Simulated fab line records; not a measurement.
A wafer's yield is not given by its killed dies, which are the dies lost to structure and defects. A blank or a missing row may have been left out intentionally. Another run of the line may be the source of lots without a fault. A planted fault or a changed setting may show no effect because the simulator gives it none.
Which tool was responsible?    flow sky130    Sampling: 13 lots, 39 wafers, 5 of 708 route steps

WHAT EACH GAUGE READ, for each wafer
SKY_VT_ADJUST_LVTN_OVL_MEAS_18.
lot   measured      on          VT_ADJUST_LVTN_01_OVL (nm)
L406  day 7 17:03   overlay-02  1.2 1.4 0.2
L407  day 7 21:27   overlay-01  -1.6 -0.6 -1.7
L408  day 8 01:14   overlay-01  0.9 -1.0 0.3
L409  day 8 08:56   overlay-02  2.4 1.1 2.8
L410  day 8 16:12   overlay-01  3.9 4.1 3.9
L411  day 8 23:44   overlay-02  1.1 3.1 3.1
L412  day 9 04:15   overlay-02  1.7 1.9 2.5
L416  day 10 10:22  overlay-02  1.9 1.3 0.3
L417  day 11 11:08  overlay-01  1.2 1.3 -1.5
L419  day 12 07:11  overlay-02  -1.9 0.1 1.1
L425  day 13 09:26  overlay-02  6.1 5.3 1.9
L426  day 13 11:40  overlay-02  3.6 3.6 3.8
L427  day 13 16:41  overlay-02  0.7 0.8 0.9

SKY_VT_ADJUST_HVTR_OVL_MEAS_08.
lot   measured      on          VT_ADJUST_HVTR_OVL (nm)
L406  day 9 11:28   overlay-01  0.2 0.7 2.0
L407  day 9 15:27   overlay-02  -0.2 0.2 2.0
L408  day 9 20:30   overlay-01  -2.9 -2.6 -2.9
L409  day 10 04:39  overlay-01  -3.4 -2.2 -0.5
L410  day 10 12:12  overlay-01  0.9 0.6 0.1
L411  day 10 21:25  overlay-02  -0.6 -0.8 -1.1
L412  day 11 02:19  overlay-02  -1.8 -0.2 -1.0
L416  day 12 11:37  overlay-02  -1.8 0.5 -1.4
L417  day 13 13:16  overlay-02  -0.9 -0.7 -0.3
L419  day 14 10:40  overlay-01  -0.1 0.2 -1.4
L425  day 15 15:22  overlay-02  1.7 1.9 2.7
L426  day 15 17:32  overlay-02  0.2 -1.3 1.0
L427  day 15 23:07  overlay-01  0.6 -0.1 0.7

SKY_SD_N_OVL_MEAS_08.
lot   measured      on          SD_N_OVL (nm)
L406  day 28 01:10  overlay-01  -2.3 -1.8 -2.6
L407  day 28 02:46  overlay-01  0.5 1.5 0.8
L408  day 28 12:07  overlay-02  0.0 0.5 2.3
L409  day 28 17:16  overlay-02  -1.9 -0.3 -0.6
L410  day 29 03:02  overlay-02  -1.1 -1.8 -2.0
L411  day 29 09:28  overlay-01  1.2 1.4 1.1
L412  day 29 19:19  overlay-01  -0.7 0.2 -1.3
L416  day 31 08:29  overlay-02  -1.0 -1.2 -1.1
L417  day 32 15:13  overlay-01  -1.4 -3.0 -1.9
L419  day 33 11:40  overlay-02  -3.4 -0.9 -3.1
L425  day 34 12:22  overlay-02  -1.4 0.5 -0.3
L426  day 34 14:05  overlay-02  1.0 -0.1 0.6
L427  day 34 17:43  overlay-01  0.3 -0.4 0.7

WHICH TOOL RAN EACH LOT (tool, then ch and the chambers of the sampled wafers, then the start)
lot   SKY_POLY_CUT_COAT_03               SKY_POLY_CUT_STRIP_12
L406  litho_track-04 ch 0, day 23 16:00  plasma_asher-02 ch 0,1, day 24 08:38
L407  litho_track-02 ch 0, day 23 19:00  plasma_asher-04 ch 0,1, day 24 10:43
L408  litho_track-03 ch 0, day 24 05:00  plasma_asher-04 ch 0,1, day 24 20:32
L409  litho_track-03 ch 0, day 24 12:00  plasma_asher-04 ch 0,1, day 25 03:05
L410  litho_track-03 ch 0, day 24 20:00  plasma_asher-02 ch 0,1, day 25 11:16
L411  litho_track-04 ch 0, day 25 04:00  plasma_asher-01 ch 0, day 25 19:08
L412  litho_track-02 ch 0, day 25 13:00  plasma_asher-04 ch 0,1, day 26 04:35
L416  litho_track-02 ch 0, day 27 05:00  plasma_asher-01 ch 0,1, day 27 20:19
L417  litho_track-04 ch 0, day 28 13:00  plasma_asher-01 ch 0, day 29 03:44
L419  litho_track-04 ch 0, day 29 10:00  plasma_asher-01 ch 0,1, day 30 00:10
L425  litho_track-02 ch 0, day 30 12:00  plasma_asher-02 ch 0,1, day 31 02:59
L426  litho_track-03 ch 0, day 30 15:00  plasma_asher-02 ch 0,1, day 31 05:13
L427  litho_track-03 ch 0, day 30 17:00  plasma_asher-04 ch 0,1, day 31 08:17
- SKY_POLY_CUT_COAT_03: resist thk 450 nm.
- SKY_POLY_CUT_STRIP_12: strips in O2/N2.

AS READ BY THE TOOLS THEMSELVES (means over the sampled wafers that have a number; for cases with no such wafer, the mark the record gives instead)
SKY_POLY_CUT_STRIP_12.
lot   tool             drypump_motor_current_A (A)  oes_product_au (a.u.)  strip_time_to_endpoint_s (s)
L406  plasma_asher-02  5.59                         0.448                  5.332
L407  plasma_asher-04  5.23                         0.456                  5.356
L408  plasma_asher-04  5.19                         0.451                  5.338
L409  plasma_asher-04  5.11                         0.449                  5.346
L410  plasma_asher-02  5.56                         0.451                  5.337
L411  plasma_asher-01  5.43                         0.455                  5.328
L412  plasma_asher-04  5.20                         0.451                  5.351
L416  plasma_asher-01  5.45                         0.453                  5.358
L417  plasma_asher-01  5.46                         0.427                  4.818
L419  plasma_asher-01  5.46                         0.434                  4.835
L425  plasma_asher-02  5.55                         0.458                  5.340
L426  plasma_asher-02  5.59                         0.449                  5.341
L427  plasma_asher-04  5.23                         0.446                  5.334

THE ANSWER, worked out from the rows above alone
Rule: the lots themselves supply what counts as usual. The widest of any qualifying gaps counts: lots, ordered by their means at a reading, are off when they make up no more than a third of the lots, leave a main group of 4 or more, and stand apart from it by 3 or more times the standard deviation of that group's means. If all means in a main group match to the digits the tables above print for the reading, that group is not used. A lot without any number at a reading at which 4 lots or more have one is off too. Any other lot the step has rows for is counted as sound. First the gauges in route order, then the tools' own readings, where a lot's mean is used as printed above. The first step at which some lot is off is used, and at that step the reading that is off furthest; a lot without a number counts as furthest.
Off at SKY_POLY_CUT_STRIP_12 (strip_time_to_endpoint_s): L417, L419. Main group: mean 5.342 s, sd 0.0093.
If a tool, at that step or one of the process steps before it, ran each lot that is off and ran no sound lot following the first of them, it fits. This does not decide it: 2 tools fit, namely litho_track-04 at SKY_POLY_CUT_COAT_03 and plasma_asher-01 at SKY_POLY_CUT_STRIP_12.

WHAT WAS PUT IN BY THE SIMULATOR
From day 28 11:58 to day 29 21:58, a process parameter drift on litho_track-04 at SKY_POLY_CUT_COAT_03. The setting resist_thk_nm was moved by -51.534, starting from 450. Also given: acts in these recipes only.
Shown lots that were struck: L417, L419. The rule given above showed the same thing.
